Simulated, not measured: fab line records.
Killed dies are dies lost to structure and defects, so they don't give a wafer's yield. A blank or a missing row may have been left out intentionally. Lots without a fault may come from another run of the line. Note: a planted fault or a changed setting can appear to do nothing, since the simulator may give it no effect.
Check of tool commonality ; flow gf180mcu ; Lots sampled 12, wafers sampled 36

WHY THIS WAS OPENED
At GF_M1_CD_MEAS_14 the reading cd-nm is flagged on 2 of 12 lots. Wafers without a fault read 230.0 nm, standard deviation 1.2.
Rule: flag the lot when none of its wafers has a number, or when each of its wafers that has one lies beyond 4 standard deviations from that mean. The other lots count as sound.

lot;measured;on;cd-nm (nm), wafer by wafer;flag
L678;day 17 09:37;cd-sem-02;227.1 227.3 228.0;
L683;day 19 14:08;cd-sem-01;229.3 228.2 229.2;
L687;day 21 08:43;cd-sem-01;207.2 206.7 207.4;FLAGGED
L688;day 21 15:14;cd-sem-02;206.3 207.9 206.7;FLAGGED
L690;day 22 05:08;cd-sem-02;228.7 229.1 229.1;
L693;day 23 01:33;cd-sem-01;229.4 228.1 229.6;
L694;day 23 10:14;cd-sem-02;229.4 229.0 229.6;
L696;day 23 22:44;cd-sem-01;230.4 229.6 230.2;
L697;day 24 05:34;cd-sem-01;230.4 230.5 231.0;
L698;day 24 14:58;cd-sem-02;233.1 230.9 231.7;
L699;day 24 19:47;cd-sem-02;230.4 230.9 231.5;
L700;day 25 06:43;cd-sem-01;231.7 230.5 231.4;
Average over the flagged lots: 207.0 nm; offset from the usual -23.0 nm, equal to -19 standard deviations.

WHICH TOOL EACH LOT WENT THROUGH
2 process steps preceding the reading are held in the record, out of 602 steps in the route. Cell contents, in order: the tool; ch with the chambers the sampled wafers went through; the start.
lot;flag;GF_CONTACT_CMP_27;GF_M1_PEB_12
L678;;cmp-02 ch 0,1,2, day 16 10:26;litho-track-02 ch 0, day 17 09:16
L683;;cmp-02 ch 2,3, day 18 13:19;litho-track-02 ch 0, day 19 13:47
L687;FLAGGED;cmp-02 ch 0,3, day 20 07:47;litho-track-01 ch 0, day 21 08:22
L688;FLAGGED;cmp-01 ch 1,2, day 20 14:31;litho-track-01 ch 0, day 21 14:53
L690;;cmp-02 ch 0,1,3, day 21 05:16;litho-track-02 ch 0, day 22 04:47
L693;;cmp-02 ch 1,2,3, day 22 02:37;litho-track-03 ch 0, day 23 01:13
L694;;cmp-02 ch 0,1, day 22 11:10;litho-track-03 ch 0, day 23 09:53
L696;;cmp-01 ch 0,1,2, day 23 00:10;litho-track-02 ch 0, day 23 22:23
L697;;cmp-02 ch 0,1,3, day 23 07:28;litho-track-01 ch 0, day 24 05:13
L698;;cmp-02 ch 0,1,2, day 23 16:19;litho-track-02 ch 0, day 24 14:37
L699;;cmp-02 ch 0,2, day 23 21:11;litho-track-01 ch 0, day 24 19:28
L700;;cmp-02 ch 0,1,3, day 24 08:38;litho-track-02 ch 0, day 25 06:22
What these steps do:
- GF_CONTACT_CMP_27: polishes, stops on SiO2, t overpolish 15 s, target thk 0 nm.
- GF_M1_PEB_12: peb time 90 s.
- GF_M1_CD_MEAS_14: target cd 230 nm.

FLAGGED AGAINST TOTAL, ONE TOOL AT A TIME (gauges that did the reading follow at the end)
step;tool;lots run;flagged;share of the flagged lots;sound lots run after its first flagged lot
GF_CONTACT_CMP_27;cmp-01;2;1;some;1 (L696)
GF_CONTACT_CMP_27;cmp-02;10;1;some;7 (L690,L693,L694,L697,L698,L699,L700)
GF_M1_PEB_12;litho-track-01;4;2;all;2 (L697,L699)
GF_M1_PEB_12;litho-track-02;6;0;none;-
GF_M1_PEB_12;litho-track-03;2;0;none;-
GF_M1_CD_MEAS_14;cd-sem-01;6;1;some;4 (L693,L696,L697,L700)
GF_M1_CD_MEAS_14;cd-sem-02;6;1;some;4 (L690,L694,L698,L699)

THE TABLE: WHAT IT ALLOWS
Rows of the table that ran each flagged lot: 1, that is litho-track-01 at GF_M1_PEB_12.
- litho-track-01 at GF_M1_PEB_12 ran 4 lots, 2 of them flagged. Lots that were sound ran on it after the first flagged one (L697, L699); a persistent fault on the entire tool would not allow that. Its own readings lie more than 4 standard deviations out on every wafer of the flagged lots: heater-power-total-W, plate-temp-C.
Every row of the table either missed a flagged lot or ran a sound lot after the first.

WHAT THE SIMULATOR HAD PUT IN
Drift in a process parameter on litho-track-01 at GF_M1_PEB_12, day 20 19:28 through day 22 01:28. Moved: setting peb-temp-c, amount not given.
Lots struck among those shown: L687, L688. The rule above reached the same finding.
